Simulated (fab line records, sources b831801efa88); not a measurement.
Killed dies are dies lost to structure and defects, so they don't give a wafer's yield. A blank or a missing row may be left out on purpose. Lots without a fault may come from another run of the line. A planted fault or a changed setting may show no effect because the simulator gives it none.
One fault seen from 2 desks | flow sky130 | each desk has only its own numbers; what lay behind them comes last

THE METROLOGY DESK
What the gauges read, lot by lot, whatever tool the lot ran on: means of the sampled wafers that have a number. A lot is out of limits, marked OUT, if its mean lies more than 4 standard deviations from the usual mean; the brackets give that distance.
Columns: A = LDD_HVP_TW at SKY_LDD_HVP_TW_MEAS_10, usual 456; B = LI_CONTACT_OVL at SKY_LI_CONTACT_OVL_MEAS_13, usual 1 nm
lot  | first seen here | A              | B
L323 | day 21 23:43    | 458            | -8
L326 | day 22 19:25    | 460            | 4
L327 | day 23 09:17    | 461            | 3
L328 | day 23 21:54    | 452            | 2
L330 | day 24 15:39    | 457            | 1
L331 | day 24 22:32    | 450            | -2
L333 | day 25 15:35    | 459            | -2
L334 | day 25 23:42    | 455            | 0
L339 | day 27 13:24    | 454            | 0
L340 | day 27 21:05    | 431 (-7.3) OUT | -5
L341 | day 28 02:29    | 453            | 1
L343 | day 28 18:41    | 433 (-6.9) OUT | 5
This desk's finding: out of limits on L340, L343; first on L340, day 27 21:05 (LDD_HVP_TW at SKY_LDD_HVP_TW_MEAS_10). In limits: L323, L326, L327, L328, L330, L331, L333, L334, L339, L341.

THE TOOL OWNER'S DESK: implanter-03
The tool's own readings at SKY_LDD_HVP_IMPLANT_08: means of the sampled wafers that have a number, for each lot that ran on this tool. A lot is out of limits, marked OUT, if its mean lies more than 4 standard deviations from the usual mean; the brackets give that distance.
Columns: A = dose_ions_cm2 at SKY_LDD_HVP_IMPLANT_08, usual 1.7004e+13; B = faraday_current_uA at SKY_LDD_HVP_IMPLANT_08, usual 95.8
lot  | first seen here | A                            | B
L326 | day 22 19:10    | 1.7007e+13                   | 96.6
L327 | day 23 09:04    | 1.6998e+13                   | 95.3
L331 | day 24 22:17    | 1.7018e+13                   | 96.7
L340 | day 27 20:50    | 1.4359e+13 (-99 or more) OUT | 80.0 (-7.9) OUT
L343 | day 28 18:26    | 1.4363e+13 (-99 or more) OUT | 80.8 (-7.5) OUT
This desk's finding: out of limits on L340, L343; first on L340, day 27 20:50 (dose_ions_cm2 at SKY_LDD_HVP_IMPLANT_08). In limits: L326, L327, L331.

PUT TOGETHER
The tool owner's desk could have raised an alarm at day 27 20:50, on L340, L343.
The metrology desk could have raised an alarm at day 27 21:05, on L340, L343.
Of the lots named, all ran SKY_LDD_HVP_IMPLANT_08 on implanter-03.

WHAT THE SIMULATOR HAD PUT IN
Process parameter drift: implanter-03, from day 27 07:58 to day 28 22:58, at SKY_LDD_HVP_IMPLANT_08. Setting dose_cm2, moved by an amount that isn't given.
Lots struck among those shown: L340, L343.
Hours from the fault's start to each desk's first reading out of limits: the tool owner's desk, 13; the metrology desk, 13.
